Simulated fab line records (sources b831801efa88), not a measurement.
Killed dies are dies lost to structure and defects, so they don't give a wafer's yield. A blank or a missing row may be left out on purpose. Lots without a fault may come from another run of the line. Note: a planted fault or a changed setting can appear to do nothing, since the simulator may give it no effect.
Matching of chambers + flow gf180mcu + GF_V1_CMP_04 on cmp-01: 4 sister chambers
The step polishes SiO2. 8 wafers are shown with their chamber, then 9 later ones without.

== WAFERS, EACH WITH ITS CHAMBER ==
| wafer  | chamber | motor current A (A) | head pressure psi (psi) |
|--------|---------|---------------------|-------------------------|
| L081.1 | 3       | 13.1                | 4.009                   |
| L082.1 | 2       | 12.2                | 3.997                   |
| L082.4 | 1       | 12.0                | 3.994                   |
| L083.4 | 1       | 12.3                | 4.002                   |
| L083.6 | 0       | 10.9                | 4.003                   |
| L084.2 | 3       | 13.1                | 3.999                   |
| L084.3 | 0       | 11.4                | 3.990                   |
| L084.4 | 2       | 12.0                | 3.993                   |

== WAFERS WITH NO CHAMBER GIVEN ==
| wafer  | motor current A (A) | head pressure psi (psi) |
|--------|---------------------|-------------------------|
| L086.1 | 11.9                | 3.999                   |
| L086.3 | 12.9                | 4.019                   |
| L086.4 | 12.2                | 4.006                   |
| L094.2 | 11.1                | 4.007                   |
| L094.4 | 13.3                | 4.002                   |
| L094.6 | 11.3                | 3.995                   |
| L097.2 | 11.6                | 3.992                   |
| L097.5 | 11.1                | 4.008                   |
| L097.6 | 12.7                | 3.998                   |

== THE CHAMBER EACH PASSED THROUGH ==
| wafer  | from the rows above          | in truth |
|--------|------------------------------|----------|
| L086.1 | can't be placed: 2 or 1      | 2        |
| L086.3 | 3                            | 3        |
| L086.4 | can't be placed: 1 or 2      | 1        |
| L094.2 | 0                            | 0        |
| L094.4 | 3                            | 3        |
| L094.6 | 0                            | 0        |
| L097.2 | can't be placed: 0 or 2 or 1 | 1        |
| L097.5 | 0                            | 0        |
| L097.6 | can't be placed: 3 or 1 or 2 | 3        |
Correct placement for 5 of the 9. Unplaceable from these rows: 4, with the true chamber sitting among the candidates in 4. Wrongly placed: 0.
How it was worked out, from the rows above alone: a wafer's distance from a chamber is the root of the sum, over the readings, of the square of ((its reading less the chamber's mean) divided by the reading's scatter). If the next closest chamber is less than 2 further off than the closest, the wafer can't be placed; otherwise it belongs to the closest. A chamber's mean is the mean of its shown wafers. How the scatter is found: for the shown wafers, subtract from each reading the mean of its chamber, square and add these, divide the total by (wafers less chambers), then take the root.
